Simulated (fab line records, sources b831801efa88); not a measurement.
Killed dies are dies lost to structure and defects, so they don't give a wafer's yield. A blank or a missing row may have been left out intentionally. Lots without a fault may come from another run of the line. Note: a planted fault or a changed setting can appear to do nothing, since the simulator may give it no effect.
A lot that was struck, set against a sound lot    flow sky130    16 out of 708 route steps
Sound: the wafers L770.1, L770.5, L770.6. Struck: wafers L763.3, L763.5, L763.6. The cause is given at the end.
Order at every step that has rows: each side's tool, ch and its chambers, its first start. Under that, the readings that differ: sound wafers    struck wafers    difference of the means    sigmas: that difference in standard deviations of wafers without a fault.
alike: readings whose means differ by less than 2 such deviations, and words and numbers that are the same on both sides. not compared: withheld readings, readings that some wafer has no value for, bounds like >300 that may hide the same value, and numbers for which the record gives no deviation and whose values overlap.
The two part at a step that has a row with sigmas, a row that says differs or no value, or rows on one side only. When numbers do not overlap yet have no deviation, they are printed without sigmas and do not part them. Lack of a reading on every wafer of one side parts them only where that side has two or more wafers.

SKY_POLY_GATE_THK_MEAS_04:
  sound on filmMetro-04 at day 22 17:53; struck on filmMetro-01 at day 19 23:07
reading                    sound           struck          difference  sigmas
POLY_GATE_CVD_03_THK (nm)  75.6 74.9 75.1  74.2 73.4 73.7  -1.4        -2
then, 8 steps without rows for these wafers: SKY_POLY_GATE_DEHYDRATE_05 (time 60 s); SKY_POLY_GATE_HMDS_06 (prime time 60 s); SKY_POLY_GATE_COAT_07 (resist thk 110 nm); SKY_POLY_GATE_COAT_08 (resist thk 450 nm); SKY_POLY_GATE_SOFTBAKE_09 (time 90 s); SKY_POLY_GATE_EXPOSE_10 (exposes mask P1M, target cd 150 nm); SKY_POLY_GATE_PEB_11; SKY_POLY_GATE_DEVELOP_12 (develop time 60 s).
SKY_POLY_GATE_CD_MEAS_13 targets a cd of 150 nm.
  sound on cdSem-02 at day 23 23:05; struck on cdSem-01 at day 21 06:01
  alike: cdNm
SKY_POLY_GATE_OVL_MEAS_14:
  sound on overlay-02 at day 23 23:12; struck on overlay-02 at day 21 06:07
  alike: POLY_GATE_OVL
SKY_POLY_GATE_ETCH_15: etches BARC in N2/H2, stops on SiO2, time 118.5 s, target depth 110 nm.
  sound on rieDiel-01 ch 0,2, day 23 23:14; struck on rieDiel-01 ch 0,2,3, day 21 06:08
  alike: biasW, chamberPressureMTorr, drypumpMotorCurrentA, oesProductAu, throttleValvePct
  not compared: rfHoursCounterH
SKY_POLY_GATE_ETCH_16: etches Si3N4 in CH3F/O2, stops on poly-Si, time 147.5 s, target depth 75 nm.
  sound on rieDiel-01 ch 0,2, day 23 23:19; struck on rieDiel-01 ch 0,2,3, day 21 06:13
  no value came back on the struck wafers for any of 6 readings (O2_flow_sccm (sccm), biasW (W) and others); on the sound wafers O2_flow_sccm (sccm) reads 30.09 29.96 29.98
reading                                          sound              struck             difference  sigmas
model.KrF-thick_of_POLY_GATE_COAT_08.thkNm (nm)  238.5 235.8 240.9  344.8 343.9 341.8  +105.1      
  not compared: rfHoursCounterH
SKY_POLY_GATE_ETCH_17: etches poly-Si in HBr/Cl2, stops on SiO2, target depth 180 nm, time 70.5 s.
  sound on rieSi-01 ch 0,1, day 23 23:25; struck on rieSi-02 ch 0,1, day 21 06:19
reading                                          sound              struck             difference  sigmas
model.KrF-thick_of_POLY_GATE_COAT_08.thkNm (nm)  145.3 142.4 147.9  250.7 249.8 246.2  +103.7      
  alike: HBr_flow_sccm, biasW, chamberPressureMTorr, drypumpMotorCurrentA, heBacksideLeakSccm, oesProductAu, throttleValvePct
  not compared: rfHoursCounterH
SKY_POLY_GATE_STRIP_18: strips in O2/N2.
  sound on plasmaAsher-01 ch 0,1, day 23 23:28; struck on plasmaAsher-01 ch 0,1, day 21 06:25
reading                   sound              struck             difference  sigmas
oesProductAu (a.u.)       0.359 0.371 0.369  0.420 0.408 0.415  +0.048      +10
stripTimeToEndpointS (s)  3.219 3.195 3.263  4.339 4.347 4.329  +1.113      +43
  alike: chamberPressureMTorr, drypumpMotorCurrentA
  not compared: rfHoursCounterH
then, 1 step without rows for these wafers: SKY_POLY_GATE_CLEAN_19 (cleans in SC1/SC2, time 150 s).

## WHERE THEY PART
At SKY_POLY_GATE_THK_MEAS_04 first; at SKY_POLY_GATE_STRIP_18 last (within this record only).

WHY: the cause the simulator had injected
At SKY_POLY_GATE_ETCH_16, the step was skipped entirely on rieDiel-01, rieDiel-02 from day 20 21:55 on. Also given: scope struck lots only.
